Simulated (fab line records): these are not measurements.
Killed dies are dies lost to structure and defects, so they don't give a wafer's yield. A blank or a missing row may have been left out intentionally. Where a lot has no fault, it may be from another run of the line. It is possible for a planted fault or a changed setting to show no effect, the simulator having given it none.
Matching of chambers	flow sky130	SKY_VIA1_CMP_24 on cmp-01: 4 sister chambers
The step polishes, stops on SiO2, t overpolish 15 s, target thk 0 nm. 20 wafers are shown with their chamber, then 10 later ones without.

== WAFERS WITH THEIR CHAMBER ==
wafer	chamber	timeToEndpointS (s)	motorCurrentA (A)	overpolishRunS (s)
L074.3	0	61.6	11.1	15.013
L074.4	1	62.0	10.3	15.000
L074.6	0	62.1	11.7	14.996
L078.3	2	62.6	12.1	15.006
L078.4	3	68.9	10.2	14.995
L078.5	3	66.4	10.0	14.984
L085.1	0	60.4	11.7	15.010
L085.2	3	69.3	10.9	14.984
L085.3	1	58.5	10.3	15.010
L086.1	1	58.3	11.8	14.999
L086.4	3	65.5	10.5	14.994
L086.6	0	62.5	11.1	15.001
L087.3	1	55.7	10.9	15.002
L087.5	0	60.6	11.4	14.990
L087.6	3	65.6	10.3	15.004
L089.2	0	62.2	11.9	14.996
L089.3	2	63.8	12.1	14.999
L089.6	3	64.3	10.5	14.999
L092.2	0	61.7	11.2	15.000
L092.4	2	61.4	13.3	14.992

SIGNATURES, as means of the wafers listed above
reading	chamber 0	chamber 1	chamber 2	chamber 3	scatter within a chamber
timeToEndpointS	61.586	58.625	62.600	66.667	1.71
motorCurrentA	11.443	10.825	12.500	10.400	0.473
overpolishRunS	15.00086	15.00275	14.99900	14.99333	0.00747
Rule: for a wafer and a chamber, the distance is found by dividing, reading by reading, the gap between the wafer's reading and the chamber's mean by the reading's scatter, squaring, summing and taking the root. If the next closest chamber is less than 2 further off than the closest, the wafer can't be placed; otherwise it belongs to the closest. How the scatter is found: for the shown wafers, subtract from each reading the mean of its chamber, square and add these, divide the total by (wafers less chambers), then take the root.

== WAFERS MISSING THEIR CHAMBER ==
wafer	timeToEndpointS (s)	motorCurrentA (A)	overpolishRunS (s)
L092.6	61.5	10.2	15.000
L093.3	59.6	11.0	15.015
L093.4	61.9	11.0	14.992
L093.6	59.2	10.4	15.002
L095.2	62.5	11.4	14.998
L095.3	57.7	11.5	14.996
L095.5	60.4	10.8	14.991
L097.1	60.1	11.2	14.986
L097.2	66.0	10.5	15.004
L097.4	64.1	12.3	14.998

== EACH ONE'S CHAMBER ==
wafer	from the rows above	in truth
L092.6	can't be placed: 1 or 0 or 3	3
L093.3	can't be placed: 1 or 0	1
L093.4	can't be placed: 0 or 1 or 3 or 2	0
L093.6	can't be placed: 1 or 0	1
L095.2	can't be placed: 0 or 2 or 1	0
L095.3	can't be placed: 1 or 0 or 2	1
L095.5	can't be placed: 1 or 0 or 3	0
L097.1	can't be placed: 0 or 1 or 2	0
L097.2	can't be placed: 3 or 0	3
L097.4	can't be placed: 2 or 0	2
Correct placement for 0 of the 10. Cannot be placed on the basis of these rows: 10; the candidates contain the true chamber in 10. Placed wrongly: 0.
